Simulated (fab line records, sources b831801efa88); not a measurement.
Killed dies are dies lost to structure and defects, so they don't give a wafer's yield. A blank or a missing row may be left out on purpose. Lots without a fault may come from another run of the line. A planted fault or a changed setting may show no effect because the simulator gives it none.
Chamber matching | flow sky130 | SKY_VIA4_CMP_02 on cmp-01: 4 sister chambers
The step polishes SiO2. 4 wafers are shown with their chamber, then 12 later ones without.

WAFERS WITH THEIR CHAMBER
wafer  | chamber | motor_current_A (A)
L090.4 | 3       | 10.7
L091.1 | 0       | 9.2
L091.2 | 1       | 12.4
L091.4 | 2       | 13.2

WAFERS WITHOUT THEIR CHAMBER
wafer  | motor_current_A (A)
L094.1 | 10.1
L094.3 | 11.7
L094.6 | 13.1
L095.1 | 12.9
L095.4 | 10.4
L095.6 | 13.1
L096.1 | 9.6
L096.2 | 11.3
L096.3 | 10.5
L097.2 | 13.1
L097.5 | 9.7
L097.6 | 10.6

WHICH CHAMBER EACH WENT THROUGH
wafer  | from the rows above     | in truth
L094.1 | can't be placed: 3 or 0 | 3
L094.3 | can't be placed: 1 or 3 | 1
L094.6 | can't be placed: 2 or 1 | 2
L095.1 | can't be placed: 2 or 1 | 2
L095.4 | 3                       | 3
L095.6 | can't be placed: 2 or 1 | 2
L096.1 | can't be placed: 0 or 3 | 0
L096.2 | can't be placed: 3 or 1 | 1
L096.3 | 3                       | 3
L097.2 | can't be placed: 2 or 1 | 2
L097.5 | can't be placed: 0 or 3 | 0
L097.6 | 3                       | 3
Placed correctly: 3 of 12. Can't be placed from these rows: 9 (the true chamber is among the candidates in 9). Placed wrongly: 0.
How it was worked out, from the rows above alone: a wafer's distance from a chamber is the root of the sum, over the readings, of the square of ((its reading less the chamber's mean) divided by the reading's scatter). The wafer belongs to the nearest chamber; if the next one is less than 2 further off, it can't be placed. A chamber's mean is the mean of its shown wafers. The scatter: with one shown wafer a chamber, the root of the mean of the squares of how far each hidden wafer lies from its nearest shown one.
